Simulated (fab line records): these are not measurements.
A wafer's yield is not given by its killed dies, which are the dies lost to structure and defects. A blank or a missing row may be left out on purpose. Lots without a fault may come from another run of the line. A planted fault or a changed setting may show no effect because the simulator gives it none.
Which tool is to blame? :: flow sky130 :: 13 lots, 39 wafers sampled, at 3 steps of a route of 708

## WHAT THE GAUGES READ, wafer by wafer
SKY_VT_ADJUST_HVTR_OVL_MEAS_08. Usual: VT_ADJUST_HVTR_OVL typically reads -0.2 nm, with standard deviation 1.3.
lot: L990
measured: day 9 05:17
on: overlay-02
VT_ADJUST_HVTR_OVL (nm): 1.1 0.4 -0.2
flag: 

lot: L991
measured: day 9 15:54
on: overlay-01
VT_ADJUST_HVTR_OVL (nm): 0.5 1.2 -0.3
flag: 

lot: L992
measured: day 10 02:42
on: overlay-02
VT_ADJUST_HVTR_OVL (nm): 0.0 -0.3 -1.0
flag: 

lot: L994
measured: day 10 16:23
on: overlay-01
VT_ADJUST_HVTR_OVL (nm): -4.0 -3.0 -3.1
flag: 

lot: L995
measured: day 11 01:01
on: overlay-01
VT_ADJUST_HVTR_OVL (nm): -0.2 1.0 -1.8
flag: 

lot: L996
measured: day 11 03:28
on: overlay-02
VT_ADJUST_HVTR_OVL (nm): 1.3 -0.1 0.7
flag: 

lot: L997
measured: day 11 09:54
on: overlay-02
VT_ADJUST_HVTR_OVL (nm): -0.4 -1.0 -0.4
flag: 

lot: L101
measured: day 13 01:20
on: overlay-02
VT_ADJUST_HVTR_OVL (nm): -0.2 -1.5 -0.5
flag: 

lot: L104
measured: day 13 19:17
on: overlay-02
VT_ADJUST_HVTR_OVL (nm): 1.7 0.4 0.7
flag: 

lot: L106
measured: day 14 05:10
on: overlay-02
VT_ADJUST_HVTR_OVL (nm): 0.6 1.8 1.8
flag: 

lot: L108
measured: day 14 19:01
on: overlay-01
VT_ADJUST_HVTR_OVL (nm): -1.4 -1.3 -1.4
flag: 

lot: L110
measured: day 15 09:40
on: overlay-01
VT_ADJUST_HVTR_OVL (nm): -2.4 -1.8 -1.5
flag: 

lot: L113
measured: day 16 14:03
on: overlay-02
VT_ADJUST_HVTR_OVL (nm): 0.7 0.6 -0.8
flag: 

SKY_SONOS_ONO_OVL_MEAS_14. Usual: SONOS_ONO_OVL typically reads 0.2 nm, with standard deviation 1.4.
lot: L990
measured: day 12 06:33
on: overlay-02
SONOS_ONO_OVL (nm): -0.4 -0.8 2.0
flag: 

lot: L991
measured: day 12 21:06
on: overlay-02
SONOS_ONO_OVL (nm): 1.0 3.6 -1.1
flag: 

lot: L992
measured: day 13 10:09
on: overlay-01
SONOS_ONO_OVL (nm): -1.9 -1.4 -0.2
flag: 

lot: L994
measured: day 13 23:39
on: overlay-02
SONOS_ONO_OVL (nm): -0.4 0.1 -1.6
flag: 

lot: L995
measured: day 14 11:10
on: overlay-01
SONOS_ONO_OVL (nm): -0.6 -0.9 -1.1
flag: 

lot: L996
measured: day 14 10:37
on: overlay-02
SONOS_ONO_OVL (nm): 2.5 2.3 2.4
flag: 

lot: L997
measured: day 14 20:55
on: overlay-02
SONOS_ONO_OVL (nm): -1.2 0.3 -0.1
flag: 

lot: L101
measured: day 16 16:00
on: overlay-01
SONOS_ONO_OVL (nm): 0.2 -2.0 -1.6
flag: 

lot: L104
measured: day 17 11:42
on: overlay-02
SONOS_ONO_OVL (nm): 1.9 0.8 2.1
flag: 

lot: L106
measured: day 17 22:15
on: overlay-01
SONOS_ONO_OVL (nm): -0.5 -1.6 1.3
flag: 

lot: L108
measured: day 18 14:43
on: overlay-01
SONOS_ONO_OVL (nm): -1.1 0.6 -2.1
flag: 

lot: L110
measured: day 19 11:54
on: overlay-01
SONOS_ONO_OVL (nm): 0.4 -2.7 0.5
flag: 

lot: L113
measured: day 20 14:00
on: overlay-01
SONOS_ONO_OVL (nm): -1.9 -2.0 -0.2
flag: 

## EACH LOT AND THE TOOL THAT RAN IT (in order: tool; ch and the chambers of the sampled wafers; start)
lot: L990
SKY_VT_ADJUST_HVTR_STRIP_10: plasma_asher-02 ch 0,1, day 9 05:29

lot: L991
SKY_VT_ADJUST_HVTR_STRIP_10: plasma_asher-01 ch 0,1, day 9 16:05

lot: L992
SKY_VT_ADJUST_HVTR_STRIP_10: plasma_asher-03 ch 0,1, day 10 02:53

lot: L994
SKY_VT_ADJUST_HVTR_STRIP_10: plasma_asher-02 ch 0,1, day 10 16:35

lot: L995
SKY_VT_ADJUST_HVTR_STRIP_10: plasma_asher-01 ch 0,1, day 11 01:13

lot: L996
SKY_VT_ADJUST_HVTR_STRIP_10: plasma_asher-03 ch 0,1, day 11 03:40

lot: L997
SKY_VT_ADJUST_HVTR_STRIP_10: plasma_asher-01 ch 0,1, day 11 10:07

lot: L101
SKY_VT_ADJUST_HVTR_STRIP_10: plasma_asher-01 ch 0,1, day 13 01:32

lot: L104
SKY_VT_ADJUST_HVTR_STRIP_10: plasma_asher-03 ch 0,1, day 13 19:29

lot: L106
SKY_VT_ADJUST_HVTR_STRIP_10: plasma_asher-03 ch 0,1, day 14 05:20

lot: L108
SKY_VT_ADJUST_HVTR_STRIP_10: plasma_asher-02 ch 0,1, day 14 19:13

lot: L110
SKY_VT_ADJUST_HVTR_STRIP_10: plasma_asher-03 ch 0,1, day 15 09:50

lot: L113
SKY_VT_ADJUST_HVTR_STRIP_10: plasma_asher-03 ch 1, day 16 14:14
- SKY_VT_ADJUST_HVTR_STRIP_10: strips in O2/N2.

## AS READ BY THE TOOLS THEMSELVES (means over the sampled wafers that have a number; for cases with no such wafer, the mark the record gives instead)
SKY_VT_ADJUST_HVTR_STRIP_10. Usual: drypump_motor_current_A 5.6 A, standard deviation 0.4; oes_product_au 0.716 a.u., standard deviation 0.0043; strip_time_to_endpoint_s 14.19 s, standard deviation 0.042.
lot: L990
tool: plasma_asher-02
drypump_motor_current_A (A): 5.8
oes_product_au (a.u.): 0.716
strip_time_to_endpoint_s (s): 14.23
flag: 

lot: L991
tool: plasma_asher-01
drypump_motor_current_A (A): 5.9
oes_product_au (a.u.): 0.714
strip_time_to_endpoint_s (s): 14.18
flag: 

lot: L992
tool: plasma_asher-03
drypump_motor_current_A (A): 5.2
oes_product_au (a.u.): 0.717
strip_time_to_endpoint_s (s): 14.25
flag: 

lot: L994
tool: plasma_asher-02
drypump_motor_current_A (A): 5.8
oes_product_au (a.u.): 0.717
strip_time_to_endpoint_s (s): 14.16
flag: 

lot: L995
tool: plasma_asher-01
drypump_motor_current_A (A): 5.9
oes_product_au (a.u.): 0.720
strip_time_to_endpoint_s (s): 14.16
flag: 

lot: L996
tool: plasma_asher-03
drypump_motor_current_A (A): 5.2
oes_product_au (a.u.): 0.716
strip_time_to_endpoint_s (s): 14.16
flag: 

lot: L997
tool: plasma_asher-01
drypump_motor_current_A (A): 5.9
oes_product_au (a.u.): 0.718
strip_time_to_endpoint_s (s): 14.23
flag: 

lot: L101
tool: plasma_asher-01
drypump_motor_current_A (A): 5.9
oes_product_au (a.u.): 0.709
strip_time_to_endpoint_s (s): 14.19
flag: 

lot: L104
tool: plasma_asher-03
drypump_motor_current_A (A): 5.2
oes_product_au (a.u.): 0.716
strip_time_to_endpoint_s (s): 14.15
flag: 

lot: L106
tool: plasma_asher-03
drypump_motor_current_A (A): 5.2
oes_product_au (a.u.): 0.710
strip_time_to_endpoint_s (s): 14.20
flag: 

lot: L108
tool: plasma_asher-02
drypump_motor_current_A (A): 5.8
oes_product_au (a.u.): 0.714
strip_time_to_endpoint_s (s): 14.20
flag: 

lot: L110
tool: plasma_asher-03
drypump_motor_current_A (A): 5.2
oes_product_au (a.u.): 0.716
strip_time_to_endpoint_s (s): 14.26
flag: 

lot: L113
tool: plasma_asher-03
drypump_motor_current_A (A): 5.8
oes_product_au (a.u.): 0.714
strip_time_to_endpoint_s (s): 14.16
flag: 

## THE ANSWER, worked out from the rows above alone
Rule: take the mean of a lot's wafers that have a number; if it is more than 3 standard deviations from the usual mean, the lot is off. A lot without any number at a reading at which 4 lots or more have one is off too. All remaining lots with rows at the step are treated as sound. Order of review: gauges by route order, followed by the tools' own readings, for which a lot's mean as printed above is used. The first step at which some lot is off is used, and at that step the reading that is off furthest; a lot without a number counts as furthest.
No lot is off on any of the readings shown, so nothing can be concluded from this.

## WHAT THE SIMULATOR HAD PUT IN
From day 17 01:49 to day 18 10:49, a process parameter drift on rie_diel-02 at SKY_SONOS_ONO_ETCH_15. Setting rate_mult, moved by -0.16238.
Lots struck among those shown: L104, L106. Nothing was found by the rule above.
